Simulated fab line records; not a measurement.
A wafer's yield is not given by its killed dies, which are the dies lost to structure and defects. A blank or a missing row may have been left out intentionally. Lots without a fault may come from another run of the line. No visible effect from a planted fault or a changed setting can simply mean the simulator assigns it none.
fab line records ; flow sky130
[record] lots = 24; wafers = 72; last_day = 50
route steps=708 shown VT_ADJUST_NCORE@130 POLY_CUT@315 LOCAL_INTERCONNECT@400 CONTACT@407
lots with no fault: from the same line, run without faults
start_h: start of the lot's first displayed wafer, in hours after the record's first day ; wait_h: hours since the lot's step before ; " repeats the value in the row above ; L1.1+2: several wafers, shown together as one row ; - either no value or no given start ; * or withheld: withheld ; < > ~ a bound
route shown NAME@n: names a module that has steps shown in the file, with the first one's number in the route ; usual: mean/standard deviation of fault-free wafers ; same: alike in all rows ; chamber/n: place in a boat ; sites: readings site by site ; _std_site: the values' standard deviation ; _edge_site: the outer-site mean with the inner-site mean subtracted ; radius_mm: how far each site lies from the wafer's centre ; mask NAME#n: copy n ; behind: the last tool/chamber to shape the wafer ; hold: what put the lot on hold/how long, in hours/how the hold closed ; device: transistor that didn't switch, given as n, p or np ; end of line: at the end of the route, the tests of the same wafers ; step lacking rows: just its recipe ; killed: not the wafer's yield, but the dies lost to structure and defects at the first sort ; map: a wafer's dies, marking killed ones x, the rest . and places with no die _
set.NAME: the setting as run; set.NAME@STEP: as run at that earlier step ; model.NAME: the simulator's own value behind a step, which no gauge read
one table for each step of the route and one row for each wafer, over a sample of lots
services: a tool's chamber out of use, with start hour (start_h, from the record's first day; less than 0 if before it), hours out, and reason
[[steps]]
[step SKY_VT_ADJUST_NCORE_TW_MEAS_11]
[usual] VT_ADJUST_NCORE_TW = 217.7/2.3
lot.wafer;tool;chamber;start_h;wait_h;VT_ADJUST_NCORE_TW
L074.1;film_metro-04;-;182.80;0.1;220.1
L074.2;film_metro-04;-;182.80;0.1;221.0
L074.5;film_metro-04;-;182.80;0.1;220.6
L075.3;film_metro-03;-;183.19;0.1;217.4
L075.5;film_metro-03;-;183.19;0.1;217.2
L075.6;film_metro-03;-;183.19;0.1;216.4
L076.1;film_metro-02;-;199.65;0.1;214.8
L076.3;film_metro-02;-;199.65;0.1;213.3
L076.4;film_metro-02;-;199.65;0.1;214.8
L077.2;film_metro-04;-;201.56;0.1;220.6
L077.4;film_metro-04;-;201.56;0.1;219.9
L077.6;film_metro-04;-;201.56;0.1;220.8
L078.2;film_metro-02;-;213.86;0.1;214.3
L078.3;film_metro-02;-;213.86;0.1;214.6
L078.4;film_metro-02;-;213.86;0.1;215.5
L079.4;film_metro-04;-;227.58;0.1;221.5
L079.5;film_metro-04;-;227.58;0.1;219.5
L079.6;film_metro-04;-;227.58;0.1;220.4
L080.3;film_metro-03;-;229.42;0.1;217.7
L080.4;film_metro-03;-;229.42;0.1;218.2
L080.6;film_metro-03;-;229.42;0.1;218.8
L081.2;film_metro-02;-;237.18;0.1;214.6
L081.3;film_metro-02;-;237.18;0.1;216.8
L081.5;film_metro-02;-;237.18;0.1;216.2
L082.2;film_metro-04;-;240.01;0.1;221.0
L082.4;film_metro-04;-;240.01;0.1;219.9
L082.6;film_metro-04;-;240.01;0.1;220.4
L083.1;film_metro-02;-;243.15;0.1;217.8
L083.3;film_metro-02;-;243.15;0.1;216.7
L083.4;film_metro-02;-;243.15;0.1;217.3
L084.2;film_metro-02;-;256.06;0.1;216.2
L084.3;film_metro-02;-;256.06;0.1;216.7
L084.6;film_metro-02;-;256.06;0.1;216.1
L085.3;film_metro-04;-;263.49;0.1;219.3
L085.4;film_metro-04;-;263.49;0.1;219.8
L085.6;film_metro-04;-;263.49;0.1;220.3
L086.2;film_metro-04;-;267.66;0.1;219.7
L086.5;film_metro-04;-;267.66;0.1;220.6
L086.6;film_metro-04;-;267.66;0.1;220.0
L087.1;film_metro-04;-;278.32;0.1;220.7
L087.2;film_metro-04;-;278.32;0.1;220.3
L087.4;film_metro-04;-;278.32;0.1;219.6
L089.4;film_metro-03;-;292.53;0.1;218.0
L089.5;film_metro-03;-;292.53;0.1;218.1
L089.6;film_metro-03;-;292.53;0.1;218.8
L088.1;film_metro-02;-;292.80;0.1;215.9
L088.3;film_metro-02;-;292.80;0.1;216.4
L088.6;film_metro-02;-;292.80;0.1;217.0
L090.1;film_metro-03;-;299.77;0.1;217.1
L090.4;film_metro-03;-;299.77;0.1;217.7
L090.6;film_metro-03;-;299.77;0.1;216.8
L091.4;film_metro-04;-;305.75;0.1;218.7
L091.5;film_metro-04;-;305.75;0.1;219.0
L091.6;film_metro-04;-;305.75;0.1;218.5
L092.4;film_metro-02;-;307.70;0.1;216.8
L092.5;film_metro-02;-;307.70;0.1;216.2
L092.6;film_metro-02;-;307.70;0.1;216.9
L093.3;film_metro-04;-;320.42;0.1;220.6
L093.5;film_metro-04;-;320.42;0.1;221.3
L093.6;film_metro-04;-;320.42;0.1;220.7
L094.2;film_metro-02;-;328.51;0.1;214.2
L094.3;film_metro-02;-;328.51;0.1;214.6
L094.4;film_metro-02;-;328.51;0.1;215.5
L095.1;film_metro-02;-;329.82;0.1;213.9
L095.2;film_metro-02;-;329.82;0.1;213.5
L095.5;film_metro-02;-;329.82;0.1;213.1
L096.1;film_metro-02;-;335.65;0.1;214.9
L096.2;film_metro-02;-;335.65;0.1;214.6
L096.4;film_metro-02;-;335.65;0.1;214.4
L097.3;film_metro-03;-;348.89;0.1;217.6
L097.4;film_metro-03;-;348.89;0.1;218.3
L097.5;film_metro-03;-;348.89;0.1;217.7
[step SKY_POLY_CUT_CD_MEAS_08]
[recipe] target_cd_nm = 270
[usual] cd_nm = 270.2/1.5
lot.wafer;tool;chamber;start_h;wait_h;cd_nm
L075.3;cd_sem-01;-;555.33;-;270.5
L075.5;cd_sem-01;-;555.33;-;272.3
L075.6;cd_sem-01;-;555.33;-;271.1
L074.1;cd_sem-01;-;556.49;-;273.8
L074.2;cd_sem-01;-;556.49;-;271.2
L074.5;cd_sem-01;-;556.49;-;273.3
L076.1;cd_sem-02;-;576.39;-;271.6
L076.3;cd_sem-02;-;576.39;-;272.2
L076.4;cd_sem-02;-;576.39;-;270.8
L077.2;cd_sem-02;-;580.71;-;271.5
L077.4;cd_sem-02;-;580.71;-;271.2
L077.6;cd_sem-02;-;580.71;-;271.7
L078.2;cd_sem-01;-;599.46;-;270.5
L078.3;cd_sem-01;-;599.46;-;271.0
L078.4;cd_sem-01;-;599.46;-;270.6
L080.3;cd_sem-01;-;624.93;-;268.6
L080.4;cd_sem-01;-;624.93;-;269.4
L080.6;cd_sem-01;-;624.93;-;269.8
L079.4;cd_sem-02;-;626.70;-;271.8
L079.5;cd_sem-02;-;626.70;-;271.2
L079.6;cd_sem-02;-;626.70;-;271.4
L081.2;cd_sem-02;-;630.71;-;270.4
L081.3;cd_sem-02;-;630.71;-;270.3
L081.5;cd_sem-02;-;630.71;-;269.6
L082.2;cd_sem-02;-;634.76;-;271.6
L082.4;cd_sem-02;-;634.76;-;271.9
L082.6;cd_sem-02;-;634.76;-;271.1
L083.1;cd_sem-01;-;640.09;-;269.2
L083.3;cd_sem-01;-;640.09;-;270.9
L083.4;cd_sem-01;-;640.09;-;270.3
L084.2;cd_sem-01;-;645.46;-;269.7
L084.3;cd_sem-01;-;645.46;-;268.5
L084.6;cd_sem-01;-;645.46;-;269.1
L085.3;cd_sem-02;-;663.38;-;269.6
L085.4;cd_sem-02;-;663.38;-;270.5
L085.6;cd_sem-02;-;663.38;-;270.7
L086.2;cd_sem-02;-;664.91;-;266.8
L086.5;cd_sem-02;-;664.91;-;267.0
L086.6;cd_sem-02;-;664.91;-;269.3
L087.1;cd_sem-02;-;678.84;-;271.6
L087.2;cd_sem-02;-;678.84;-;271.1
L087.4;cd_sem-02;-;678.84;-;270.0
L088.1;cd_sem-02;-;686.59;-;270.0
L088.3;cd_sem-02;-;686.59;-;271.3
L088.6;cd_sem-02;-;686.59;-;270.4
L089.4;cd_sem-01;-;688.85;-;268.6
L089.5;cd_sem-01;-;688.85;-;270.1
L089.6;cd_sem-01;-;688.85;-;271.1
L090.1;cd_sem-02;-;698.49;-;268.5
L090.4;cd_sem-02;-;698.49;-;267.3
L090.6;cd_sem-02;-;698.49;-;268.6
L091.4;cd_sem-01;-;700.50;-;268.1
L091.5;cd_sem-01;-;700.50;-;268.3
L091.6;cd_sem-01;-;700.50;-;268.5
L092.4;cd_sem-01;-;704.25;-;270.8
L092.5;cd_sem-01;-;704.25;-;271.1
L092.6;cd_sem-01;-;704.25;-;271.8
L093.3;cd_sem-02;-;716.03;-;266.9
L093.5;cd_sem-02;-;716.03;-;268.2
L093.6;cd_sem-02;-;716.03;-;268.0
L094.2;cd_sem-02;-;724.36;-;268.9
L094.3;cd_sem-02;-;724.36;-;268.1
L094.4;cd_sem-02;-;724.36;-;267.9
L095.1;cd_sem-01;-;724.39;-;272.9
L095.2;cd_sem-01;-;724.39;-;272.4
L095.5;cd_sem-01;-;724.39;-;272.5
L096.1;cd_sem-01;-;730.79;-;271.5
L096.2;cd_sem-01;-;730.79;-;273.2
L096.4;cd_sem-01;-;730.79;-;271.9
L097.3;cd_sem-02;-;744.68;-;269.8
L097.4;cd_sem-02;-;744.68;-;269.3
L097.5;cd_sem-02;-;744.68;-;269.5
[step SKY_LOCAL_INTERCONNECT_ETCH_13]
[recipe] chemistry = N2/H2; target = BARC; ion_energy_ev = 200; bias_w = 100; pressure_mtorr = 30; n2_flow_sccm = 100; h2_flow_sccm = 200; icp_w = 500; stop_on = SiO2; time_s = 45.9; target_depth_a = 600
[usual] drypump_motor_current_A = 5.8/0.54; oes_product_au = 0.855/0.0044; rf_fwd_power_W = 495.6/2; throttle_valve_pct = 13.225/0.0089
lot.wafer;tool;chamber;start_h;wait_h;drypump_motor_current_A;oes_product_au;rf_fwd_power_W;rf_hours_counter_h;throttle_valve_pct
L075.3;rie_metal-01;1;700.26;0.0;6.2;0.855;495.8;-;13.219
L075.5;rie_metal-01;0;700.26;0.0;4.9;0.849;496.1;-;13.249
L075.6;rie_metal-01;1;700.26;0.0;6.2;0.859;496.3;-;13.227
L074.1;rie_metal-02;1;701.74;0.0;6.0;0.855;494.7;11;13.233
L074.2;rie_metal-02;0;701.74;0.0;5.5;0.857;496.6;4;13.239
L074.5;rie_metal-02;1;701.74;0.0;6.1;0.860;496.9;-;13.228
L076.1;rie_metal-02;1;718.25;0.0;6.1;0.849;497.7;12;13.227
L076.3;rie_metal-02;0;718.25;0.0;5.5;0.859;499.8;-;13.225
L076.4;rie_metal-02;1;718.25;0.0;6.1;0.852;500.5;-;13.218
L077.2;rie_metal-01;1;721.60;0.0;6.1;0.848;494.6;14;13.230
L077.4;rie_metal-01;0;721.60;0.0;4.9;0.862;494.4;-;13.235
L077.6;rie_metal-01;0;721.60;0.0;4.9;0.850;496.2;-;13.206
L078.2;rie_metal-01;0;738.52;0.0;4.9;0.857;497.2;-;13.220
L078.3;rie_metal-01;0;738.52;0.0;4.9;0.854;497.5;-;13.215
L078.4;rie_metal-01;0;738.52;0.0;4.9;0.856;497.3;-;13.232
L080.3;rie_metal-02;1;761.97;0.0;6.1;0.851;498.2;-;13.234
L080.4;rie_metal-02;0;761.97;0.0;5.5;0.857;496.5;-;13.223
L080.6;rie_metal-02;1;761.97;0.0;6.1;0.856;501.8;-;13.205
L079.4;rie_metal-03;1;764.59;0.0;6.4;0.854;493.8;-;13.228
L079.5;rie_metal-03;1;764.59;0.0;6.4;0.850;493.7;-;13.224
L079.6;rie_metal-03;0;764.59;0.0;6.1;0.856;491.3;-;13.228
L081.2;rie_metal-01;0;768.65;0.0;4.9;0.860;494.4;3;13.236
L081.3;rie_metal-01;0;768.65;0.0;4.9;0.857;495.2;-;13.226
L081.5;rie_metal-01;1;768.65;0.0;6.1;0.860;494.0;-;13.223
L082.2;rie_metal-03;1;770.87;0.0;6.4;0.853;493.8;5;13.224
L082.4;rie_metal-03;0;770.87;0.0;6.0;0.854;496.5;-;13.221
L082.6;rie_metal-03;1;770.87;0.0;6.4;0.855;492.9;-;13.217
L083.1;rie_metal-03;0;777.19;0.0;6.0;0.856;494.5;4;13.218
L083.3;rie_metal-03;1;777.19;0.0;6.4;0.857;495.1;-;13.232
L083.4;rie_metal-03;0;777.19;0.0;6.0;0.851;493.3;-;13.227
L084.2;rie_metal-03;0;780.25;0.0;6.1;0.857;496.6;4;13.230
L084.3;rie_metal-03;0;780.25;0.0;6.0;0.860;495.7;-;13.226
L084.6;rie_metal-03;1;780.25;0.0;6.4;0.850;492.3;-;13.243
L085.3;rie_metal-02;1;797.91;0.0;6.1;0.858;496.8;-;13.226
L085.4;rie_metal-02;0;797.91;0.0;5.5;0.854;498.2;-;13.241
L085.6;rie_metal-02;1;797.91;0.0;6.1;0.863;495.6;-;13.224
L086.2;rie_metal-01;0;799.57;0.0;4.9;0.858;496.9;5;13.234
L086.5;rie_metal-01;1;799.57;0.0;6.1;0.847;493.0;-;13.225
L086.6;rie_metal-01;0;799.57;0.0;4.9;0.851;494.2;-;13.211
L087.1;rie_metal-01;0;813.45;0.0;4.9;0.865;496.7;5;13.224
L087.2;rie_metal-01;1;813.45;0.0;6.1;0.850;492.5;2;13.227
L087.4;rie_metal-01;0;813.45;0.0;4.9;0.856;495.7;-;13.214
L088.1;rie_metal-02;1;820.40;0.0;6.1;0.859;496.4;16;13.228
L088.3;rie_metal-02;1;820.40;0.0;6.1;0.857;495.4;-;13.229
L088.6;rie_metal-02;0;820.40;0.0;5.5;0.848;498.8;-;13.238
L089.4;rie_metal-02;1;823.07;0.0;6.1;0.848;496.3;-;13.213
L089.5;rie_metal-02;0;823.07;0.0;5.5;0.854;496.2;-;13.229
L089.6;rie_metal-02;1;823.07;0.0;6.1;0.857;494.4;-;13.230
L090.1;rie_metal-03;1;835.00;0.0;6.4;0.858;494.4;7;13.236
L090.4;rie_metal-03;0;835.00;0.0;6.0;0.848;495.1;-;13.210
L090.6;rie_metal-03;0;835.00;0.0;6.0;0.859;494.9;-;13.226
L091.4;rie_metal-01;1;836.92;0.0;6.1;0.849;493.9;-;13.218
L091.5;rie_metal-01;1;836.92;0.0;6.1;0.846;496.2;-;13.227
L091.6;rie_metal-01;0;836.92;0.0;4.9;0.849;495.2;-;13.221
L092.4;rie_metal-02;0;839.69;0.0;5.5;0.860;499.1;-;13.235
L092.5;rie_metal-02;0;839.69;0.0;5.5;0.856;496.9;-;13.230
L092.6;rie_metal-02;1;839.69;0.0;6.1;0.858;493.0;-;13.212
L093.3;rie_metal-03;1;852.57;0.0;6.4;0.849;493.1;-;13.228
L093.5;rie_metal-03;1;852.57;0.0;6.4;0.853;492.9;-;13.210
L093.6;rie_metal-03;0;852.57;0.0;6.1;0.860;492.7;-;13.226
L094.2;rie_metal-02;0;859.80;0.0;5.5;0.857;497.7;10;13.228
L094.3;rie_metal-02;1;859.80;0.0;6.1;0.854;494.0;-;13.231
L094.4;rie_metal-02;0;859.80;0.0;5.5;0.854;495.2;-;13.221
L095.1;rie_metal-01;1;860.95;0.0;6.2;0.845;499.0;4;13.214
L095.2;rie_metal-01;0;860.95;0.0;4.9;0.851;498.2;7;13.212
L095.5;rie_metal-01;1;860.95;0.0;6.2;0.853;497.0;-;13.241
L096.1;rie_metal-01;0;866.40;0.0;4.9;0.857;496.9;8;13.231
L096.2;rie_metal-01;1;866.40;0.0;6.1;0.858;493.0;4;13.217
L096.4;rie_metal-01;1;866.40;0.0;6.1;0.856;492.0;-;13.212
L097.3;rie_metal-01;0;876.54;0.0;4.9;0.854;495.7;-;13.232
L097.4;rie_metal-01;1;876.54;0.0;6.2;0.854;495.4;-;13.232
L097.5;rie_metal-01;0;876.54;0.0;4.9;0.862;496.1;-;13.222
[step SKY_LOCAL_INTERCONNECT_METAL_ETCH_14]
[recipe] target_depth_nm = 110; stop_on = PSG; chemistry = Cl2/BCl3; target = TiN; resist_sidewall_deg = 88; pressure_mtorr = 10; icp_w = 900; bias_w = 48.5; Cl2_flow_sccm = 60; bcl3_flow_sccm = 30; time_s = 31.4
[usual] drypump_motor_current_A = 5.8/0.54; oes_product_au = 0.946/0.0076; rf_fwd_power_W = 890/4.2; throttle_valve_pct = 21.898/0.0096
lot.wafer;tool;chamber;start_h;wait_h;drypump_motor_current_A;oes_product_au;rf_fwd_power_W;rf_hours_counter_h;throttle_valve_pct
L075.3;rie_metal-01;1;700.32;0.0;6.1;0.948;887;-;21.898
L075.5;rie_metal-01;0;700.32;0.0;4.9;0.945;893;-;21.912
L075.6;rie_metal-01;1;700.32;0.0;6.2;0.949;887;-;21.903
L074.1;rie_metal-02;1;701.81;0.0;6.1;0.940;892;11;21.895
L074.2;rie_metal-02;0;701.81;0.0;5.5;0.949;894;5;21.904
L074.5;rie_metal-02;1;701.81;0.0;6.1;0.950;892;-;21.890
L076.1;rie_metal-02;1;718.33;0.1;6.1;0.949;894;12;21.906
L076.3;rie_metal-02;0;718.33;0.1;5.5;0.959;896;-;21.899
L076.4;rie_metal-02;1;718.33;0.1;6.1;0.956;893;-;21.899
L077.2;rie_metal-01;1;721.66;0.0;6.1;0.957;889;14;21.897
L077.4;rie_metal-01;0;721.66;0.0;4.9;0.950;893;-;21.914
L077.6;rie_metal-01;0;721.66;0.0;4.9;0.934;895;-;21.882
L078.2;rie_metal-01;0;738.64;0.1;4.9;0.936;886;-;21.898
L078.3;rie_metal-01;0;738.64;0.1;4.9;0.946;885;-;21.892
L078.4;rie_metal-01;0;738.64;0.1;4.9;0.933;887;-;21.921
L080.3;rie_metal-02;1;762.03;0.0;6.1;0.930;892;-;21.907
L080.4;rie_metal-02;0;762.03;0.0;5.5;0.933;889;-;21.897
L080.6;rie_metal-02;1;762.03;0.0;6.0;0.933;893;-;21.888
L079.4;rie_metal-03;1;764.65;0.0;6.4;0.947;884;-;21.886
L079.5;rie_metal-03;1;764.65;0.0;6.4;0.937;882;-;21.902
L079.6;rie_metal-03;0;764.65;0.0;6.1;0.943;892;-;21.900
L081.2;rie_metal-01;0;768.71;0.0;4.9;0.948;889;4;21.895
L081.3;rie_metal-01;0;768.71;0.0;4.9;0.948;895;-;21.885
L081.5;rie_metal-01;1;768.71;0.0;6.1;0.942;883;-;21.897
L082.2;rie_metal-03;1;770.94;0.0;6.4;0.943;885;5;21.894
L082.4;rie_metal-03;0;770.94;0.0;6.0;0.943;886;-;21.908
L082.6;rie_metal-03;1;770.94;0.0;6.4;0.955;881;-;21.888
L083.1;rie_metal-03;0;777.26;0.0;6.0;0.956;889;4;21.895
L083.3;rie_metal-03;1;777.26;0.0;6.4;0.945;883;-;21.896
L083.4;rie_metal-03;0;777.26;0.0;6.0;0.934;888;-;21.907
L084.2;rie_metal-03;0;780.31;0.0;6.1;0.941;887;4;21.902
L084.3;rie_metal-03;0;780.31;0.0;6.1;0.942;889;-;21.894
L084.6;rie_metal-03;1;780.31;0.0;6.4;0.946;883;-;21.892
L085.3;rie_metal-02;1;797.97;0.0;6.1;0.950;898;-;21.895
L085.4;rie_metal-02;0;797.97;0.0;5.5;0.940;893;-;21.906
L085.6;rie_metal-02;1;797.97;0.0;6.1;0.938;898;-;21.911
L086.2;rie_metal-01;0;799.64;0.0;4.9;0.942;893;5;21.898
L086.5;rie_metal-01;1;799.64;0.0;6.1;0.942;890;-;21.886
L086.6;rie_metal-01;0;799.64;0.0;4.9;0.952;892;-;21.897
L087.1;rie_metal-01;0;813.54;0.1;4.9;0.944;887;5;21.902
L087.2;rie_metal-01;1;813.54;0.1;6.2;0.946;883;2;21.884
L087.4;rie_metal-01;0;813.54;0.1;4.9;0.952;889;-;21.904
L088.1;rie_metal-02;1;820.46;0.0;6.1;0.944;891;16;21.912
L088.3;rie_metal-02;1;820.46;0.0;6.1;0.937;890;-;21.891
L088.6;rie_metal-02;0;820.46;0.0;5.5;0.949;894;-;21.913
L089.4;rie_metal-02;1;823.12;0.0;6.1;0.946;891;-;21.894
L089.5;rie_metal-02;0;823.12;0.0;5.5;0.960;895;-;21.882
L089.6;rie_metal-02;1;823.12;0.0;6.1;0.947;894;-;21.896
L090.1;rie_metal-03;1;835.06;0.0;6.4;0.938;882;7;21.915
L090.4;rie_metal-03;0;835.06;0.0;6.0;0.950;892;-;21.886
L090.6;rie_metal-03;0;835.06;0.0;6.0;0.957;892;-;21.902
L091.4;rie_metal-01;1;836.98;0.0;6.1;0.950;887;-;21.910
L091.5;rie_metal-01;1;836.98;0.0;6.1;0.933;887;-;21.915
L091.6;rie_metal-01;0;836.98;0.0;4.9;0.937;892;-;21.911
L092.4;rie_metal-02;0;839.75;0.0;5.5;0.949;893;-;21.879
L092.5;rie_metal-02;0;839.75;0.0;5.5;0.949;891;-;21.892
L092.6;rie_metal-02;1;839.75;0.0;6.1;0.956;888;-;21.894
L093.3;rie_metal-03;1;852.62;0.0;6.4;0.949;888;-;21.897
L093.5;rie_metal-03;1;852.62;0.0;6.4;0.933;885;-;21.900
L093.6;rie_metal-03;0;852.62;0.0;6.1;0.942;886;-;21.908
L094.2;rie_metal-02;0;859.86;0.0;5.5;0.934;894;10;21.906
L094.3;rie_metal-02;1;859.86;0.0;6.1;0.936;893;-;21.896
L094.4;rie_metal-02;0;859.86;0.0;5.5;0.945;894;-;21.905
L095.1;rie_metal-01;1;861.01;0.0;6.1;0.936;886;4;21.900
L095.2;rie_metal-01;0;861.01;0.0;4.9;0.934;890;7;21.893
L095.5;rie_metal-01;1;861.01;0.0;6.1;0.946;888;-;21.891
L096.1;rie_metal-01;0;866.46;0.0;4.9;0.953;898;8;21.886
L096.2;rie_metal-01;1;866.46;0.0;6.1;0.941;892;4;21.883
L096.4;rie_metal-01;1;866.46;0.0;6.1;0.945;887;-;21.907
L097.3;rie_metal-01;0;876.60;0.0;4.9;0.950;893;-;21.887
L097.4;rie_metal-01;1;876.60;0.0;6.1;0.950;891;-;21.904
L097.5;rie_metal-01;0;876.60;0.0;4.9;0.940;891;-;21.881
[step SKY_CONTACT_THK_MEAS_01]
[recipe] reads = Si3N4_of_CONTACT_CVD_00
[usual] CONTACT_CVD_00_THK = 75.3/1
lot.wafer;tool;chamber;start_h;wait_h;CONTACT_CVD_00_THK[nm]
L075.3;film_metro-02;-;701.00;-;75.7
L075.5;film_metro-02;-;701.00;-;76.7
L075.6;film_metro-02;-;701.00;-;76.4
L074.1;film_metro-02;-;702.49;-;74.0
L074.2;film_metro-02;-;702.49;-;74.6
L074.5;film_metro-02;-;702.49;-;74.9
L076.1;film_metro-04;-;719.03;-;74.2
L076.3;film_metro-04;-;719.03;-;73.8
L076.4;film_metro-04;-;719.03;-;75.3
L077.2;film_metro-03;-;722.35;-;73.6
L077.4;film_metro-03;-;722.35;-;74.7
L077.6;film_metro-03;-;722.35;-;74.4
L078.2;film_metro-02;-;739.36;-;73.7
L078.3;film_metro-02;-;739.36;-;74.3
L078.4;film_metro-02;-;739.36;-;74.8
L080.3;film_metro-03;-;762.77;-;75.8
L080.4;film_metro-03;-;762.77;-;76.8
L080.6;film_metro-03;-;762.77;-;76.5
L079.4;film_metro-02;-;765.77;-;75.5
L079.5;film_metro-02;-;765.77;-;76.7
L079.6;film_metro-02;-;765.77;-;75.8
L081.2;film_metro-04;-;769.53;-;76.0
L081.3;film_metro-04;-;769.53;-;75.9
L081.5;film_metro-04;-;769.53;-;75.4
L082.2;film_metro-04;-;771.64;-;75.3
L082.4;film_metro-04;-;771.64;-;76.5
L082.6;film_metro-04;-;771.64;-;77.8
L083.1;film_metro-03;-;777.93;-;73.8
L083.3;film_metro-03;-;777.93;-;74.1
L083.4;film_metro-03;-;777.93;-;75.9
L084.2;film_metro-04;-;781.02;-;74.5
L084.3;film_metro-04;-;781.02;-;77.8
L084.6;film_metro-04;-;781.02;-;76.1
L085.3;film_metro-04;-;798.65;-;75.2
L085.4;film_metro-04;-;798.65;-;75.2
L085.6;film_metro-04;-;798.65;-;75.8
L086.2;film_metro-04;-;800.34;-;74.3
L086.5;film_metro-04;-;800.34;-;75.8
L086.6;film_metro-04;-;800.34;-;75.5
L087.1;film_metro-02;-;814.24;-;73.4
L087.2;film_metro-02;-;814.24;-;73.9
L087.4;film_metro-02;-;814.24;-;74.6
L088.1;film_metro-04;-;821.18;-;73.6
L088.3;film_metro-04;-;821.18;-;74.3
L088.6;film_metro-04;-;821.18;-;75.3
L089.4;film_metro-03;-;823.84;-;75.6
L089.5;film_metro-03;-;823.84;-;75.5
L089.6;film_metro-03;-;823.84;-;75.5
L090.1;film_metro-04;-;835.75;-;75.6
L090.4;film_metro-04;-;835.75;-;77.5
L090.6;film_metro-04;-;835.75;-;77.2
L091.4;film_metro-03;-;837.74;-;75.4
L091.5;film_metro-03;-;837.74;-;76.1
L091.6;film_metro-03;-;837.74;-;75.1
L092.4;film_metro-03;-;840.44;-;76.6
L092.5;film_metro-03;-;840.44;-;76.1
L092.6;film_metro-03;-;840.44;-;76.3
L093.3;film_metro-04;-;853.30;-;76.3
L093.5;film_metro-04;-;853.30;-;76.9
L093.6;film_metro-04;-;853.30;-;77.0
L094.2;film_metro-04;-;860.55;-;72.9
L094.3;film_metro-04;-;860.55;-;74.3
L094.4;film_metro-04;-;860.55;-;75.0
L095.1;film_metro-02;-;861.69;-;74.2
L095.2;film_metro-02;-;861.69;-;72.8
L095.5;film_metro-02;-;861.69;-;76.0
L096.1;film_metro-03;-;867.14;-;74.9
L096.2;film_metro-03;-;867.14;-;75.0
L096.4;film_metro-03;-;867.14;-;76.4
L097.3;film_metro-04;-;877.36;-;74.2
L097.4;film_metro-04;-;877.36;-;76.1
L097.5;film_metro-04;-;877.36;-;76.2
[step SKY_CONTACT_RS_MEAS_25]
[recipe] thk_meas_gauge = four-point-probe; reads = W_of_CONTACT_CVD_24+TiN_of_CONTACT_SPUTTER_23
[usual] CONTACT_W_RS = 0.337/0.004
lot.wafer;tool;chamber;start_h;wait_h;CONTACT_W_RS[ohm/sq]
L075.3;film_metro-04;-;727.20;0.1;0.335
L075.5;film_metro-04;-;727.20;0.1;0.340
L075.6;film_metro-04;-;727.20;0.1;0.340
L074.1;film_metro-04;-;728.58;0.1;0.337
L074.2;film_metro-04;-;728.58;0.1;0.334
L074.5;film_metro-04;-;728.58;0.1;0.333
L076.1;film_metro-04;-;748.44;0.1;0.336
L076.3;film_metro-04;-;748.44;0.1;0.338
L076.4;film_metro-04;-;748.44;0.1;0.332
L077.2;film_metro-02;-;751.91;0.1;0.337
L077.4;film_metro-02;-;751.91;0.1;0.338
L077.6;film_metro-02;-;751.91;0.1;0.340
L078.2;film_metro-03;-;768.82;0.1;0.341
L078.3;film_metro-03;-;768.82;0.1;0.336
L078.4;film_metro-03;-;768.82;0.1;0.341
L080.3;film_metro-04;-;789.05;0.1;0.337
L080.4;film_metro-04;-;789.05;0.1;0.342
L080.6;film_metro-04;-;789.05;0.1;0.339
L079.4;film_metro-04;-;791.78;0.1;0.350
L079.5;film_metro-04;-;791.78;0.1;0.347
L079.6;film_metro-04;-;791.78;0.1;0.343
L081.2;film_metro-02;-;797.22;0.1;0.341
L081.3;film_metro-02;-;797.22;0.1;0.345
L081.5;film_metro-02;-;797.22;0.1;0.338
L082.2;film_metro-03;-;799.55;0.1;0.336
L082.4;film_metro-03;-;799.55;0.1;0.340
L082.6;film_metro-03;-;799.55;0.1;0.337
L083.1;film_metro-03;-;805.59;0.1;0.341
L083.3;film_metro-03;-;805.59;0.1;0.339
L083.4;film_metro-03;-;805.59;0.1;0.338
L084.2;film_metro-03;-;808.54;0.1;0.337
L084.3;film_metro-03;-;808.54;0.1;0.335
L084.6;film_metro-03;-;808.54;0.1;0.333
L085.3;film_metro-03;-;827.38;0.1;0.334
L085.4;film_metro-03;-;827.38;0.1;0.331
L085.6;film_metro-03;-;827.38;0.1;0.328
L086.2;film_metro-03;-;830.04;0.2;0.335
L086.5;film_metro-03;-;830.04;0.2;0.336
L086.6;film_metro-03;-;830.04;0.2;0.335
L087.1;film_metro-03;-;842.80;0.1;0.331
L087.2;film_metro-03;-;842.80;0.1;0.329
L087.4;film_metro-03;-;842.80;0.1;0.330
L088.1;film_metro-02;-;849.17;0.1;0.333
L088.3;film_metro-02;-;849.17;0.1;0.336
L088.6;film_metro-02;-;849.17;0.1;0.338
L089.4;film_metro-04;-;851.70;0.1;0.335
L089.5;film_metro-04;-;851.70;0.1;0.336
L089.6;film_metro-04;-;851.70;0.1;0.336
L090.1;film_metro-04;-;862.70;0.1;0.333
L090.4;film_metro-04;-;862.70;0.1;0.333
L090.6;film_metro-04;-;862.70;0.1;0.339
L091.4;film_metro-04;-;865.23;0.1;0.341
L091.5;film_metro-04;-;865.23;0.1;0.339
L091.6;film_metro-04;-;865.23;0.1;0.340
L092.4;film_metro-02;-;867.75;0.1;0.335
L092.5;film_metro-02;-;867.75;0.1;0.331
L092.6;film_metro-02;-;867.75;0.1;0.331
L093.3;film_metro-03;-;880.55;0.1;0.336
L093.5;film_metro-03;-;880.55;0.1;0.336
L093.6;film_metro-03;-;880.55;0.1;0.336
L094.2;film_metro-04;-;888.20;0.1;0.339
L094.3;film_metro-04;-;888.20;0.1;0.335
L094.4;film_metro-04;-;888.20;0.1;0.341
L095.1;film_metro-04;-;888.99;0.1;0.341
L095.2;film_metro-04;-;888.99;0.1;0.337
L095.5;film_metro-04;-;888.99;0.1;0.342
L096.1;film_metro-03;-;894.54;0.1;0.341
L096.2;film_metro-03;-;894.54;0.1;0.333
L096.4;film_metro-03;-;894.54;0.1;0.343
L097.3;film_metro-03;-;904.24;0.1;0.336
L097.4;film_metro-03;-;904.24;0.1;0.338
L097.5;film_metro-03;-;904.24;0.1;0.337
[[services]]
tool;chamber;start_h;hours;kind
rie_metal-03;-;699.67;14.6;pm
rie_metal-01;1;709.11;5.7;repair
rie_metal-03;1;725.35;15.3;repair
rie_metal-01;1;727.08;-;clean
rie_metal-01;1;727.08;26.3;scheduled_down
rie_metal-01;1;727.08;26.3;vent_cycle
rie_metal-03;-;768.53;1.6;repair
[[key]]
fault none
